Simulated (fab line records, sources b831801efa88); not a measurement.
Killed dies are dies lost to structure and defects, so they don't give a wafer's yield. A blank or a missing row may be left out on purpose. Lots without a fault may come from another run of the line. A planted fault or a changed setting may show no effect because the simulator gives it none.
Chamber matching | flow sky130 | SKY_SONOS_ONO_ETCH_15 on rie_diel-01: 4 sister chambers
The step etches the open film in CHF3/O2, target depth 19.52 nm, time 7.8 s. 14 wafers are shown with their chamber, then 7 later ones without.

WAFERS WITH THEIR CHAMBER
wafer  | chamber | drypump_motor_current_A (A) | oes_product_au (a.u.) | throttle_valve_pct (%)
L875.1 | 1       | 5.3                         | 1.002                 | 8.815
L875.2 | 0       | 5.3                         | 1.010                 | 8.825
L875.5 | 0       | 5.3                         | 1.017                 | 8.839
L878.2 | 3       | 5.1                         | 1.013                 | 8.826
L878.3 | 0       | 5.3                         | 1.015                 | 8.841
L878.5 | 1       | 5.3                         | 1.000                 | 8.827
L891.1 | 2       | 6.4                         | 1.012                 | 8.840
L891.4 | 1       | 5.3                         | 0.994                 | 8.823
L891.5 | 2       | 6.4                         | 1.000                 | 8.822
L892.2 | 1       | 5.3                         | 1.010                 | 8.829
L892.4 | 3       | 5.1                         | 1.014                 | 8.834
L892.6 | 2       | 6.3                         | 1.011                 | 8.832
L895.2 | 1       | 5.3                         | 1.017                 | 8.835
L895.3 | 3       | 5.1                         | 1.013                 | 8.832

SIGNATURES (means of the wafers above)
reading                 | chamber 0 | chamber 1 | chamber 2 | chamber 3 | scatter within a chamber
drypump_motor_current_A | 5.300     | 5.300     | 6.367     | 5.100     | 0.0258
oes_product_au          | 1.01400   | 1.00460   | 1.00767   | 1.01333   | 0.00662
throttle_valve_pct      | 8.83500   | 8.82580   | 8.83133   | 8.83067   | 0.00755
Rule: a wafer's distance from a chamber is the root of the sum, over the readings, of the square of ((its reading less the chamber's mean) divided by the reading's scatter). The wafer belongs to the nearest chamber; if the next one is less than 2 further off, it can't be placed. The scatter: the root of (the sum of the squares of (reading less its chamber's mean) over the shown wafers, divided by (wafers less chambers)).

WAFERS WITHOUT THEIR CHAMBER
wafer  | drypump_motor_current_A (A) | oes_product_au (a.u.) | throttle_valve_pct (%)
L895.5 | 5.3                         | 1.018                 | 8.825
L897.1 | 5.1                         | 1.015                 | 8.821
L897.5 | 5.3                         | 0.988                 | 8.820
L897.6 | 5.1                         | 1.017                 | 8.815
L898.2 | 5.1                         | 1.016                 | 8.822
L898.3 | 5.3                         | 0.998                 | 8.829
L898.4 | 6.4                         | 0.986                 | 8.830

WHICH CHAMBER EACH WENT THROUGH
wafer  | from the rows above     | in truth
L895.5 | can't be placed: 0 or 1 | 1
L897.1 | 3                       | 3
L897.5 | can't be placed: 1 or 0 | 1
L897.6 | 3                       | 3
L898.2 | 3                       | 3
L898.3 | can't be placed: 1 or 0 | 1
L898.4 | 2                       | 2
Placed correctly: 4 of 7. Can't be placed from these rows: 3 (the true chamber is among the candidates in 3). Placed wrongly: 0.
